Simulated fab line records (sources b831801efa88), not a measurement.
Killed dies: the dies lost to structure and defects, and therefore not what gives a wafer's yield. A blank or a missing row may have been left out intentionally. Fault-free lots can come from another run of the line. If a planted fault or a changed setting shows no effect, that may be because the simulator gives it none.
Which tool did it?	flow sky130	6 lots, 18 wafers sampled, at 4 steps of a route of 708

## WHAT THE GAUGES READ, wafer by wafer
SKY_LDD_HVN_TW_MEAS_10.
lot	measured	on	LDD_HVN_TW
L179	day 20 19:15	filmMetro-02	1436 1437 1433
L181	day 22 02:35	filmMetro-02	1437 1431 1435
L186	day 23 17:56	filmMetro-03	1283 1285 1285
L192	day 25 15:41	filmMetro-03	1435 1431 1437
L197	day 27 08:53	filmMetro-02	1441 1445 1435
L199	day 28 03:19	filmMetro-01	1416 1416 1408

## WHAT TOOL EACH LOT RAN ON (gives the tool, then ch and the chambers of the sampled wafers, and finally the start)
lot	SKY_NWELL_RTA_28	SKY_VT_ADJUST_NCORE_STRIP_10	SKY_LDD_HVN_IMPLANT_08
L179	rtpAnneal-01 ch 0, day 5 18:53	plasmaAsher-04 ch 0,1, day 9 04:29	implanter-03 ch 0, day 20 19:01
L181	rtpAnneal-02 ch 0, day 6 09:11	plasmaAsher-03 ch 0,1, day 9 17:35	implanter-03 ch 0, day 22 02:23
L186	rtpAnneal-01 ch 0, day 7 16:03	plasmaAsher-03 ch 0,1, day 11 06:29	implanter-02 ch 0, day 23 17:43
L192	rtpAnneal-02 ch 0, day 9 02:20	plasmaAsher-04 ch 0,1, day 12 21:54	implanter-03 ch 0, day 25 15:26
L197	rtpAnneal-02 ch 0, day 10 09:12	plasmaAsher-01 ch 0,1, day 14 09:04	implanter-02 ch 0, day 27 08:41
L199	rtpAnneal-01 ch 0, day 10 23:23	plasmaAsher-03 ch 0,1, day 15 00:25	implanter-01 ch 0, day 28 03:04
- SKY_NWELL_RTA_28: time 30 s.
- SKY_VT_ADJUST_NCORE_STRIP_10: strips in O2/N2.
- SKY_LDD_HVN_IMPLANT_08

## THE ANSWER, worked out from the rows above alone
Rule: the lots themselves supply what counts as usual. Put in order of their means at a reading, lots are off if they are a third of the lots or fewer, leave a main group of 4 or more, and stand apart from it by a gap of 3 or more times the standard deviation of the main group's means; of several such gaps the widest counts. A main group is skipped when, at the precision printed for the reading in the tables above, its means are all equal. A lot without any number at a reading at which 4 lots or more have one is off too. The other lots that the step has rows for count as sound.
Off: L186, at SKY_LDD_HVN_TW_MEAS_10 (LDD_HVN_TW). For the main group the mean is 1432 and the standard deviation 9.4.
A tool fits if, at a process step before that reading, it ran every lot that is off, and no sound lot after the first of them. The gauges at SKY_LDD_HVN_TW_MEAS_10 are tried like those tools. No candidate that was tried fits.

## WHAT THE SIMULATOR HAD PUT IN
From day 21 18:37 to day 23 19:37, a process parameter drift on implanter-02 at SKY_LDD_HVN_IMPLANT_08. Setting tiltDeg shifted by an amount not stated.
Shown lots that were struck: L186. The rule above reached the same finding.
